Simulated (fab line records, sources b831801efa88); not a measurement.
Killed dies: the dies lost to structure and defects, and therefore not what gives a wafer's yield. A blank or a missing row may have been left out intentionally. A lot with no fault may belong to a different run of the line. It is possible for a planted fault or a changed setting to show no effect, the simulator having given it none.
A lot that was struck, set against a sound lot || flow sky130 || 35 out of 708 route steps
Sound: the wafers L148.1, L148.3, L148.6. Wafers struck: L137.1, L137.2, L137.3. Last of all comes the cause.
Order at every step that has rows: each side's tool, ch and its chambers, its first start. Under that, the readings that differ: sound wafers || struck wafers || difference of the means || sigmas: that difference in standard deviations of wafers without a fault.
alike: readings with means less than 2 such deviations apart, plus words and numbers identical on both sides. not compared: withheld readings, readings lacking a value on some wafer, bounds such as >300 that could conceal the same value, and numbers that have no deviation in the record and whose values overlap.
A row with sigmas, a row that says differs or no value, or rows on one side alone: a step with any of these is where the two part. When numbers do not overlap yet have no deviation, they are printed without sigmas and do not part them. A reading missing from all wafers of one side parts the sides only when that side holds two or more wafers.

first, 10 steps without rows for these wafers: SKY_VIA1_DEHYDRATE_04 (time 60 s); SKY_VIA1_HMDS_05 (prime time 60 s); SKY_VIA1_COAT_06 (resist thk 60 nm); SKY_VIA1_COAT_07 (resist thk 450 nm); SKY_VIA1_SOFTBAKE_08 (time 90 s); SKY_VIA1_EXPOSE_09 (exposes mask VIM, target cd 150 nm); SKY_VIA1_PEB_10; SKY_VIA1_DEVELOP_11 (develop time 60 s); SKY_VIA1_ETCH_14 (etches BARC in N2/H2, stops on SiO2, time 45.9 s, target depth 60 nm); SKY_VIA1_ETCH_15 (etches SiO2 in C4F8/O2/Ar, stops on TiN, target depth 351 nm, time 54 s).
SKY_VIA1_STRIP_16: strips in O2/N2.
  sound on plasmaAsher-01 ch 0,1, day 40 17:32; struck on plasmaAsher-01 ch 0,1, day 37 11:41
  alike: chamberPressureMTorr, drypumpMotorCurrentA, oesProductAu, stripTimeToEndpointS
  not compared: rfHoursCounterH
then, 23 steps without rows for these wafers: SKY_VIA1_STRIP_17 (strips in post etch residue remover, time 1200 s); SKY_VIA1_CLEAN_18 (cleans in IPA, time 180 s); SKY_VIA1_CLEAN_19 (cleans in O3/DIW); SKY_VIA1_SPUTTER_20 (material TiN, target thk 20 nm, time 80 s); SKY_VIA1_CVD_21 (deposits W, target thk 270 nm, time 80.902 s); SKY_VIA1_CMP_24 (polishes, stops on SiO2, t overpolish 15 s, target thk 0 nm); SKY_METAL2_SPUTTER_00 (material Ti, target thk 15 nm, time 10 s); SKY_METAL2_SPUTTER_01 (material TiN, target thk 20 nm, time 16.7 s); SKY_METAL2_SPUTTER_02 (material AlCu, target thk 250 nm, time 13.3 s); SKY_METAL2_SPUTTER_03 (material Ti, target thk 5 nm, time 3.3 s); SKY_METAL2_SPUTTER_04 (material TiN, target thk 70 nm, time 58.3 s); SKY_METAL2_DEHYDRATE_07 (time 60 s); SKY_METAL2_HMDS_08 (prime time 60 s); SKY_METAL2_COAT_09 (resist thk 60 nm); SKY_METAL2_COAT_10 (resist thk 450 nm); SKY_METAL2_SOFTBAKE_11 (time 90 s); SKY_METAL2_EXPOSE_12 (exposes mask MM2, target cd 140 nm); SKY_METAL2_PEB_13; SKY_METAL2_DEVELOP_14 (develop time 60 s); SKY_METAL2_DESCUM_17 (chemistry O2, time 8 s); SKY_METAL2_ETCH_18 (etches BARC in N2/H2, stops on SiO2, time 45.9 s, target depth 60 nm); SKY_METAL2_METAL_ETCH_19 (etches the open film in Cl2/BCl3, stops on SiO2, target depth 360 nm, time 78 s); SKY_METAL2_STRIP_20 (strips in O2/N2).
-- the record jumps here: 11 days lie between the struck wafers' starts before and after (it left off in module METAL2 and takes up again in module PAD_OPEN, whose first step shown is number 708 of the route) --
SKY_PAD_OPEN_PROBE_99:
  sound: prober-01 at day 50 19:52; struck: prober-02 at day 48 14:26
{"reading": "defectLimitedYield (%)", "sound": "84.6 82.7 80.7", "struck": "76.6 73.6 78.7", "difference": -6.4, "sigmas": -3}
{"reading": "killed_at_M0_to_M3", "sound": "43 39 42", "struck": "78 85 68", "difference": "+36", "sigmas": "+6"}
{"reading": "killedDies", "sound": "76 85 95", "struck": "115 130 105", "difference": "+31", "sigmas": "+3"}
{"reading": "sort_bin_3_pad_short (%)", "sound": "0.6 0.8 1.2", "struck": "1.8 2.2 2.6", "difference": "+1.3", "sigmas": "+3"}
{"reading": "sort_bin_5_function (%)", "sound": "8.7 11.4 11.0", "struck": "15.4 17.1 12.6", "difference": "+4.7", "sigmas": "+3"}
{"reading": "sortNPass", "sound": "416 407 397", "struck": "377 362 387", "difference": -31, "sigmas": -3}
{"reading": "sortYieldPct (%)", "sound": "84.6 82.7 80.7", "struck": "76.6 73.6 78.7", "difference": -6.4, "sigmas": -3}
{"reading": "model.etest.tester.sortNPass", "sound": "416 407 397", "struck": "377 362 387", "difference": -31, "sigmas": ""}
{"reading": "model.etest.tester.sortYieldPct (%)", "sound": "84.55 82.72 80.69", "struck": "76.63 73.58 78.66", "difference": -6.36, "sigmas": ""}
{"reading": "model.etest.tester.sort_bin_5_pct (%)", "sound": "8.74 11.38 10.98", "struck": "15.45 17.07 12.6", "difference": "+4.67", "sigmas": ""}
{"reading": "model.etest.tester.sort_bin_3_pct (%)", "sound": "0.6098 0.813 1.22", "struck": "1.829 2.236 2.642", "difference": "+1.355", "sigmas": ""}
  alike: killed_at_M4_up, killedAtContacts, killedAtFrontEnd, killedAtOther, killedOpen, killedShort, sort_bin_6_memory

WHERE THEY PART
Only at SKY_PAD_OPEN_PROBE_99, as far as this record shows.

WHY: what had been put in by the simulator
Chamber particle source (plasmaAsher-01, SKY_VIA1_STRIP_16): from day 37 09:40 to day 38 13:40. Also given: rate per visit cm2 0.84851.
